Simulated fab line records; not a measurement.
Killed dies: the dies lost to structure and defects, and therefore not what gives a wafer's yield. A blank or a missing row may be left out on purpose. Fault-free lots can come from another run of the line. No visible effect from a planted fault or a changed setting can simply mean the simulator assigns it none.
Which tool was responsible? :: flow sky130 :: 11 lots with 33 wafers sampled at 5 steps, on a route of 708 steps

== WHAT THE GAUGES READ, wafer by wafer ==
SKY_VT_ADJUST_HVTR_OVL_MEAS_08. Usual: VT_ADJUST_HVTR_OVL -0.2 nm, standard deviation 1.3.
lot: L105
measured: day 9 11:50
on: overlay-01
VT_ADJUST_HVTR_OVL (nm): -3.8 -1.9 -3.2
flag: 

lot: L109
measured: day 10 17:49
on: overlay-01
VT_ADJUST_HVTR_OVL (nm): 0.5 -0.7 0.6
flag: 

lot: L110
measured: day 11 03:28
on: overlay-02
VT_ADJUST_HVTR_OVL (nm): 0.0 -0.9 -0.5
flag: 

lot: L111
measured: day 11 09:47
on: overlay-02
VT_ADJUST_HVTR_OVL (nm): -0.5 0.3 -0.8
flag: 

lot: L112
measured: day 11 19:17
on: overlay-02
VT_ADJUST_HVTR_OVL (nm): -1.4 -3.5 -1.3
flag: 

lot: L120
measured: day 14 02:17
on: overlay-02
VT_ADJUST_HVTR_OVL (nm): -0.7 0.6 -2.1
flag: 

lot: L121
measured: day 14 06:49
on: overlay-01
VT_ADJUST_HVTR_OVL (nm): 0.0 0.0 -0.9
flag: 

lot: L122
measured: day 15 03:04
on: overlay-01
VT_ADJUST_HVTR_OVL (nm): 1.2 0.0 2.4
flag: 

lot: L123
measured: day 15 03:30
on: overlay-01
VT_ADJUST_HVTR_OVL (nm): -1.2 -0.3 0.3
flag: 

lot: L126
measured: day 15 19:13
on: overlay-02
VT_ADJUST_HVTR_OVL (nm): -0.8 1.5 -0.6
flag: 

lot: L127
measured: day 16 04:49
on: overlay-02
VT_ADJUST_HVTR_OVL (nm): 0.2 1.6 1.7
flag: 

SKY_VT_ADJUST_PCH_TW_MEAS_10. Usual: VT_ADJUST_PCH_TW 142.7, standard deviation 1.4.
lot: L105
measured: day 10 10:48
on: film metro-03
VT_ADJUST_PCH_TW: 144.3 143.9 143.5
flag: 

lot: L109
measured: day 11 18:01
on: film metro-03
VT_ADJUST_PCH_TW: 142.7 143.3 143.1
flag: 

lot: L110
measured: day 12 03:29
on: film metro-03
VT_ADJUST_PCH_TW: 143.6 143.5 143.7
flag: 

lot: L111
measured: day 12 10:26
on: film metro-04
VT_ADJUST_PCH_TW: 142.8 143.7 143.6
flag: 

lot: L112
measured: day 12 19:39
on: film metro-04
VT_ADJUST_PCH_TW: 143.5 142.6 143.3
flag: 

lot: L120
measured: day 15 06:00
on: film metro-03
VT_ADJUST_PCH_TW: 143.8 144.0 144.1
flag: 

lot: L121
measured: day 15 10:02
on: film metro-03
VT_ADJUST_PCH_TW: 143.5 143.5 144.3
flag: 

lot: L122
measured: day 16 06:46
on: film metro-03
VT_ADJUST_PCH_TW: 144.4 145.3 144.8
flag: 

lot: L123
measured: day 16 07:28
on: film metro-04
VT_ADJUST_PCH_TW: 141.9 142.8 142.0
flag: 

lot: L126
measured: day 16 23:23
on: film metro-02
VT_ADJUST_PCH_TW: 144.0 144.1 143.3
flag: 

lot: L127
measured: day 17 08:29
on: film metro-02
VT_ADJUST_PCH_TW: 142.0 142.9 142.6
flag: 

SKY_POLY_GATE_THK_MEAS_01. Usual: POLY_GATE_CVD_00_THK 181.1 nm, standard deviation 2.1.
lot: L105
measured: day 13 21:34
on: film metro-04
POLY_GATE_CVD_00_THK (nm): 179.9 181.7 180.1
flag: 

lot: L109
measured: day 15 10:20
on: film metro-03
POLY_GATE_CVD_00_THK (nm): 179.2 178.7 179.0
flag: 

lot: L110
measured: day 15 21:19
on: film metro-02
POLY_GATE_CVD_00_THK (nm): 123.6 115.7 119.4
flag: OFF

lot: L111
measured: day 16 01:37
on: film metro-03
POLY_GATE_CVD_00_THK (nm): 162.5 154.5 135.9
flag: OFF

lot: L112
measured: day 16 18:55
on: film metro-02
POLY_GATE_CVD_00_THK (nm): 115.1 109.9 110.2
flag: OFF

lot: L120
measured: day 19 07:53
on: film metro-04
POLY_GATE_CVD_00_THK (nm): 180.7 181.9 180.9
flag: 

lot: L121
measured: day 19 14:14
on: film metro-02
POLY_GATE_CVD_00_THK (nm): 184.5 184.3 183.6
flag: 

lot: L122
measured: day 20 08:50
on: film metro-04
POLY_GATE_CVD_00_THK (nm): 183.8 185.1 184.7
flag: 

lot: L123
measured: day 20 11:47
on: film metro-04
POLY_GATE_CVD_00_THK (nm): 185.2 183.6 184.0
flag: 

lot: L126
measured: day 21 04:18
on: film metro-03
POLY_GATE_CVD_00_THK (nm): 182.5 182.9 181.6
flag: 

lot: L127
measured: day 21 13:29
on: film metro-03
POLY_GATE_CVD_00_THK (nm): 181.0 179.7 180.6
flag: 

SKY_POLY_GATE_THK_MEAS_04. Usual: POLY_GATE_CVD_03_THK 75.1 nm, standard deviation 0.66.
lot: L105
measured: day 15 01:31
on: film metro-03
POLY_GATE_CVD_03_THK (nm): 74.4 74.7 75.3
flag: 

lot: L109
measured: day 16 17:35
on: film metro-04
POLY_GATE_CVD_03_THK (nm): 75.3 75.1 74.9
flag: 

lot: L110
measured: day 17 02:30
on: film metro-04
POLY_GATE_CVD_03_THK (nm): 74.8 75.5 75.5
flag: 

lot: L111
measured: day 17 06:08
on: film metro-02
POLY_GATE_CVD_03_THK (nm): 74.8 74.7 74.6
flag: 

lot: L112
measured: day 18 03:19
on: film metro-04
POLY_GATE_CVD_03_THK (nm): 75.1 74.8 74.7
flag: 

lot: L120
measured: day 20 16:33
on: film metro-03
POLY_GATE_CVD_03_THK (nm): 74.0 74.6 74.8
flag: 

lot: L121
measured: day 21 00:40
on: film metro-02
POLY_GATE_CVD_03_THK (nm): 75.0 75.5 75.5
flag: 

lot: L122
measured: day 21 17:00
on: film metro-02
POLY_GATE_CVD_03_THK (nm): 74.5 74.7 75.2
flag: 

lot: L123
measured: day 21 19:43
on: film metro-02
POLY_GATE_CVD_03_THK (nm): 75.9 75.7 76.0
flag: 

lot: L126
measured: day 22 12:49
on: film metro-03
POLY_GATE_CVD_03_THK (nm): 75.8 75.6 76.0
flag: 

lot: L127
measured: day 22 21:31
on: film metro-02
POLY_GATE_CVD_03_THK (nm): 74.1 74.1 74.4
flag: 

== EACH LOT AND THE TOOL THAT RAN IT (in order: tool; ch and the chambers of the sampled wafers; start) ==
lot: L105
SKY_POLY_GATE_CVD_00: lpcvd-01 ch 1, day 13 20:21

lot: L109
SKY_POLY_GATE_CVD_00: lpcvd-01 ch 1, day 15 09:08

lot: L110
SKY_POLY_GATE_CVD_00: lpcvd-01 ch 1, day 15 20:07

lot: L111
SKY_POLY_GATE_CVD_00: lpcvd-01 ch 1, day 16 00:25

lot: L112
SKY_POLY_GATE_CVD_00: lpcvd-01 ch 1, day 16 17:43

lot: L120
SKY_POLY_GATE_CVD_00: lpcvd-01 ch 0, day 19 06:40

lot: L121
SKY_POLY_GATE_CVD_00: lpcvd-01 ch 1, day 19 13:02

lot: L122
SKY_POLY_GATE_CVD_00: lpcvd-01 ch 1, day 20 07:38

lot: L123
SKY_POLY_GATE_CVD_00: lpcvd-01 ch 0, day 20 10:34

lot: L126
SKY_POLY_GATE_CVD_00: lpcvd-01 ch 1, day 21 03:06

lot: L127
SKY_POLY_GATE_CVD_00: lpcvd-01 ch 1, day 21 12:17
- SKY_POLY_GATE_CVD_00: deposits poly-Si, target thk 180 nm, time 720 s.

== AS READ BY THE TOOLS THEMSELVES (means over the sampled wafers that have a number; for cases with no such wafer, the mark the record gives instead) ==
SKY_POLY_GATE_CVD_00. Usual: spike tc centre C 619.4 C (standard deviation 1.1); spike tc top C 640.7 C (standard deviation 2.4); spike tc upper C 618.7 C (standard deviation 1.2); zone power centre pct 8.8 % (standard deviation 0.95); zone power lower pct 8.62 % (standard deviation 0.25); zone power top pct 18.1 % (standard deviation 0.59); zone power upper pct 8.1 % (standard deviation 0.78).
lot: L105
tool: lpcvd-01
spike tc centre C (C): 619.7
spike tc top C (C): 638.3
spike tc upper C (C): 618.9
zone power centre pct (%): 8.0
zone power lower pct (%): 8.32
zone power top pct (%): 18.4
zone power upper pct (%): 7.3
flag: 

lot: L109
tool: lpcvd-01
spike tc centre C (C): 619.7
spike tc top C (C): 637.8
spike tc upper C (C): 619.2
zone power centre pct (%): 7.9
zone power lower pct (%): 8.48
zone power top pct (%): 18.6
zone power upper pct (%): 7.4
flag: 

lot: L110
tool: lpcvd-01
spike tc centre C (C): 625.5
spike tc top C (C): 647.6
spike tc upper C (C): 570.2
zone power centre pct (%): 11.6
zone power lower pct (%): 7.96
zone power top pct (%): 23.6
zone power upper pct (%): 0.0
flag: OFF

lot: L111
tool: lpcvd-01
spike tc centre C (C): 624.8
spike tc top C (C): 647.3
spike tc upper C (C): 570.8
zone power centre pct (%): 11.5
zone power lower pct (%): 7.98
zone power top pct (%): 23.7
zone power upper pct (%): 0.0
flag: OFF

lot: L112
tool: lpcvd-01
spike tc centre C (C): 625.7
spike tc top C (C): 646.4
spike tc upper C (C): 571.1
zone power centre pct (%): 11.5
zone power lower pct (%): 7.93
zone power top pct (%): 24.0
zone power upper pct (%): 0.0
flag: OFF

lot: L120
tool: lpcvd-01
spike tc centre C (C): 618.9
spike tc top C (C): 642.2
spike tc upper C (C): 617.4
zone power centre pct (%): 9.9
zone power lower pct (%): 8.91
zone power top pct (%): 17.5
zone power upper pct (%): 8.9
flag: 

lot: L121
tool: lpcvd-01
spike tc centre C (C): 619.0
spike tc top C (C): 639.3
spike tc upper C (C): 619.2
zone power centre pct (%): 7.9
zone power lower pct (%): 8.41
zone power top pct (%): 18.6
zone power upper pct (%): 7.5
flag: 

lot: L122
tool: lpcvd-01
spike tc centre C (C): 618.6
spike tc top C (C): 637.6
spike tc upper C (C): 619.5
zone power centre pct (%): 8.0
zone power lower pct (%): 8.47
zone power top pct (%): 18.7
zone power upper pct (%): 7.4
flag: 

lot: L123
tool: lpcvd-01
spike tc centre C (C): 619.5
spike tc top C (C): 642.7
spike tc upper C (C): 618.2
zone power centre pct (%): 9.8
zone power lower pct (%): 8.86
zone power top pct (%): 17.5
zone power upper pct (%): 9.0
flag: 

lot: L126
tool: lpcvd-01
spike tc centre C (C): 619.1
spike tc top C (C): 638.6
spike tc upper C (C): 619.3
zone power centre pct (%): 7.9
zone power lower pct (%): 8.42
zone power top pct (%): 18.6
zone power upper pct (%): 7.5
flag: 

lot: L127
tool: lpcvd-01
spike tc centre C (C): 619.4
spike tc top C (C): 638.2
spike tc upper C (C): 619.7
zone power centre pct (%): 7.9
zone power lower pct (%): 8.38
zone power top pct (%): 18.7
zone power upper pct (%): 7.5
flag: 

== THE ANSWER, worked out from the rows above alone ==
Rule: a lot is off if the mean of its wafers that have a number lies more than 3 standard deviations from the usual mean. Also off: a lot with no number at a reading for which 4 or more lots have one. Where the step has rows for the other lots, those lots are counted as sound. First the gauges in route order, then the tools' own readings, where a lot's mean is used as printed above. At the first step where some lot is off, the reading lying furthest off is the one used; lots without a number count as furthest.
Off: L110, L111, L112, seen at SKY_POLY_GATE_THK_MEAS_01 (POLY_GATE_CVD_00_THK).
A tool fits if, at a process step before that reading, it ran every lot that is off, and no sound lot after the first of them. Not tried: the gauges at SKY_POLY_GATE_THK_MEAS_01; whatever is off there is also off at SKY_POLY_GATE_CVD_00, on other tools, and gauge error can't account for it. Not one of the candidates tried fits.

== WHAT HAD BEEN PUT IN BY THE SIMULATOR ==
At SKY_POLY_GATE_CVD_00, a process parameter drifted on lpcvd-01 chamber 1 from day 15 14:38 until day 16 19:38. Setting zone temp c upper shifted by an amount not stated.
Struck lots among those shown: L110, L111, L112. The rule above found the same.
